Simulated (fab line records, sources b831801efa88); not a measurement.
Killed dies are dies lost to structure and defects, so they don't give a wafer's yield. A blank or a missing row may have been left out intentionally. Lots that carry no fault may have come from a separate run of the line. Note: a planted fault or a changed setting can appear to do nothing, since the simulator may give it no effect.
Which tool was responsible? | flow gf180mcu | 11 lots, 33 wafers sampled, at 5 steps of a route of 602

WHAT EACH GAUGE READ, for each wafer
GF_MIM_THK_MEAS_11: measures by xrf.
lot  | measured     | on           | MIM_ALCU_THK (nm)
L238 | day 24 21:08 | filmMetro-01 | 203.4 201.7 203.8
L239 | day 25 06:17 | filmMetro-03 | 201.7 200.5 202.2
L240 | day 25 13:32 | filmMetro-01 | 202.4 200.7 200.8
L243 | day 26 13:23 | filmMetro-02 | 206.3 205.4 206.1
L244 | day 27 00:47 | filmMetro-02 | 201.9 201.2 203.0
L245 | day 27 06:14 | filmMetro-03 | 206.9 207.0 205.4
L246 | day 27 17:40 | filmMetro-02 | 203.4 200.9 203.3
L252 | day 29 06:37 | filmMetro-02 | 200.7 199.8 203.5
L255 | day 30 02:14 | filmMetro-01 | 201.3 206.8 206.4
L258 | day 31 00:46 | filmMetro-01 | 199.8 202.6 200.8
L259 | day 31 08:14 | filmMetro-03 | 199.3 200.7 199.5

GF_V5_BOW_MEAS_05.
lot  | measured     | on           | V5_BOW (um)
L238 | day 26 16:40 | filmMetro-03 | 150 149 153
L239 | day 27 01:59 | filmMetro-03 | 110 116 118
L240 | day 27 08:42 | filmMetro-04 | 133 136 135
L243 | day 28 08:01 | filmMetro-02 | 141 129 123
L244 | day 28 18:25 | filmMetro-02 | 116 111 123
L245 | day 28 23:51 | filmMetro-04 | 133 134 126
L246 | day 29 09:35 | filmMetro-04 | 125 123 124
L252 | day 30 20:08 | filmMetro-03 | 126 141 135
L255 | day 31 15:29 | filmMetro-03 | 120 129 142
L258 | day 32 13:05 | filmMetro-02 | 121 125 125
L259 | day 32 20:02 | filmMetro-02 | 126 131 133

TOOL THAT RAN EACH LOT (tool first, then ch and the chambers of the sampled wafers, then the start)
lot  | GF_MIM_SPUTTER_02           | GF_M5_METAL_ETCH_10              | GF_M5_STRIP_11
L238 | pvdSputter-04, day 24 20:44 | rieMetal-02 ch 0,1, day 26 15:25 | plasmaAsher-04 ch 0,1, day 26 15:32
L239 | pvdSputter-03, day 25 05:53 | rieMetal-03 ch 0,1, day 27 00:40 | plasmaAsher-04 ch 0,1, day 27 00:50
L240 | pvdSputter-04, day 25 13:07 | rieMetal-04 ch 0,1, day 27 07:28 | plasmaAsher-04 ch 0,1, day 27 07:35
L243 | pvdSputter-04, day 26 12:59 | rieMetal-02 ch 0,1, day 28 06:40 | plasmaAsher-02 ch 0, day 28 06:47
L244 | pvdSputter-03, day 27 00:21 | rieMetal-02 ch 0,1, day 28 16:51 | plasmaAsher-02 ch 0,1, day 28 16:58
L245 | pvdSputter-04, day 27 05:50 | rieMetal-04 ch 0,1, day 28 22:29 | plasmaAsher-04 ch 1, day 28 22:37
L246 | pvdSputter-02, day 27 17:16 | rieMetal-03 ch 0, day 29 08:19   | plasmaAsher-01 ch 0,1, day 29 08:26
L252 | pvdSputter-04, day 29 06:12 | rieMetal-03 ch 0,1, day 30 18:49 | plasmaAsher-04 ch 0,1, day 30 18:56
L255 | pvdSputter-02, day 30 01:50 | rieMetal-02 ch 1, day 31 14:01   | plasmaAsher-02 ch 0,1, day 31 14:16
L258 | pvdSputter-02, day 31 00:22 | rieMetal-02 ch 0,1, day 32 11:52 | plasmaAsher-01 ch 0,1, day 32 11:59
L259 | pvdSputter-02, day 31 07:50 | rieMetal-03 ch 0,1, day 32 18:31 | plasmaAsher-01 ch 0,1, day 32 18:38
- GF_MIM_SPUTTER_02: material AlCu, target thk 450 nm, time 23.9 s.
- GF_M5_METAL_ETCH_10: etches the open film in Cl2/BCl3, stops on SiO2, target depth 750.8 nm, time 125.1 s.
- GF_M5_STRIP_11: strips in O2/N2.

AS READ BY THE TOOLS THEMSELVES (means over the sampled wafers that have a number; for cases with no such wafer, the mark the record gives instead)
GF_MIM_SPUTTER_02.
lot  | tool          | throttleValvePct (%)
L238 | pvdSputter-04 | 28.5
L239 | pvdSputter-03 | 30.6
L240 | pvdSputter-04 | 28.8
L243 | pvdSputter-04 | 30.1
L244 | pvdSputter-03 | 30.0
L245 | pvdSputter-04 | 31.0
L246 | pvdSputter-02 | 30.2
L252 | pvdSputter-04 | 29.4
L255 | pvdSputter-02 | 29.8
L258 | pvdSputter-02 | 29.9
L259 | pvdSputter-02 | 30.6

GF_M5_METAL_ETCH_10.
lot  | tool        | biasW (W) | drypumpMotorCurrentA (A) | oesProductAu (a.u.) | throttleValvePct (%)
L238 | rieMetal-02 | 139.9     | 5.5                      | 0.987               | 28.240
L239 | rieMetal-03 | 140.1     | 5.5                      | 0.996               | 28.220
L240 | rieMetal-04 | 139.9     | 5.8                      | 0.989               | 28.225
L243 | rieMetal-02 | 140.0     | 5.5                      | 0.994               | 28.232
L244 | rieMetal-02 | 140.0     | 5.7                      | 0.989               | 28.233
L245 | rieMetal-04 | 139.8     | 5.8                      | 0.993               | 28.237
L246 | rieMetal-03 | 140.6     | 5.7                      | 0.993               | 28.217
L252 | rieMetal-03 | 140.0     | 5.6                      | 0.990               | 28.225
L255 | rieMetal-02 | 196.4     | 5.9                      | 0.996               | 28.221
L258 | rieMetal-02 | 196.4     | 5.7                      | 0.998               | 28.224
L259 | rieMetal-03 | 140.5     | 5.6                      | 0.995               | 28.224

GF_M5_STRIP_11.
lot  | tool           | drypumpMotorCurrentA (A) | heaterPowerW (W) | oesProductAu (a.u.) | stripTimeToEndpointS (s)
L238 | plasmaAsher-04 | 5.9                      | 327              | 0.524               | 7.07
L239 | plasmaAsher-04 | 5.9                      | 326              | 0.519               | 7.05
L240 | plasmaAsher-04 | 5.8                      | 327              | 0.521               | 7.07
L243 | plasmaAsher-02 | 5.7                      | 308              | 0.527               | 7.05
L244 | plasmaAsher-02 | 6.2                      | 309              | 0.525               | 7.08
L245 | plasmaAsher-04 | 5.9                      | 322              | 0.522               | 7.04
L246 | plasmaAsher-01 | 6.3                      | 328              | 0.519               | 7.00
L252 | plasmaAsher-04 | 5.9                      | 326              | 0.525               | 7.08
L255 | plasmaAsher-02 | 6.3                      | 313              | 0.512               | 6.70
L258 | plasmaAsher-01 | 5.8                      | 327              | 0.504               | 6.66
L259 | plasmaAsher-01 | 6.3                      | 323              | 0.523               | 7.05

THE ANSWER, worked out from the rows above alone
Rule: what is usual is taken from the lots themselves. Put in order of their means at a reading, lots are off if they are a third of the lots or fewer, leave a main group of 4 or more, and stand apart from it by a gap of 3 or more times the standard deviation of the main group's means; of several such gaps the widest counts. If all means in a main group match to the digits the tables above print for the reading, that group is not used. A lot without any number at a reading at which 4 lots or more have one is off too. All remaining lots with rows at the step are treated as sound. First the gauges in route order, then the tools' own readings, where a lot's mean is used as printed above. At the first step where some lot is off, the reading lying furthest off is the one used; lots without a number count as furthest.
Off at GF_M5_METAL_ETCH_10 (biasW): L255, L258. Mean 140.1 W and standard deviation 0.26 in the main group.
If a tool, at that step or one of the process steps before it, ran each lot that is off and ran no sound lot following the first of them, it fits. One candidate fits, namely rieMetal-02 at GF_M5_METAL_ETCH_10. Its last sound lot is L244 (day 28 16:51), its first lot that is off L255 (day 31 14:01): a fault that began between those two fits.
The tool's own readings at GF_M5_METAL_ETCH_10 bear it out: on the lots that are off they differ by more than 5 times the standard deviation of the sound lots' means. biasW reads 196.4 W there against 140.1 W on the sound lots.

WHAT WAS PUT IN BY THE SIMULATOR
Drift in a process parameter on rieMetal-02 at GF_M5_METAL_ETCH_10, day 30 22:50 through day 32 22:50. The setting biasW was moved by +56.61, starting from 140. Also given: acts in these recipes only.
Lots struck among those shown: L255, L258. The same result came from the rule above.
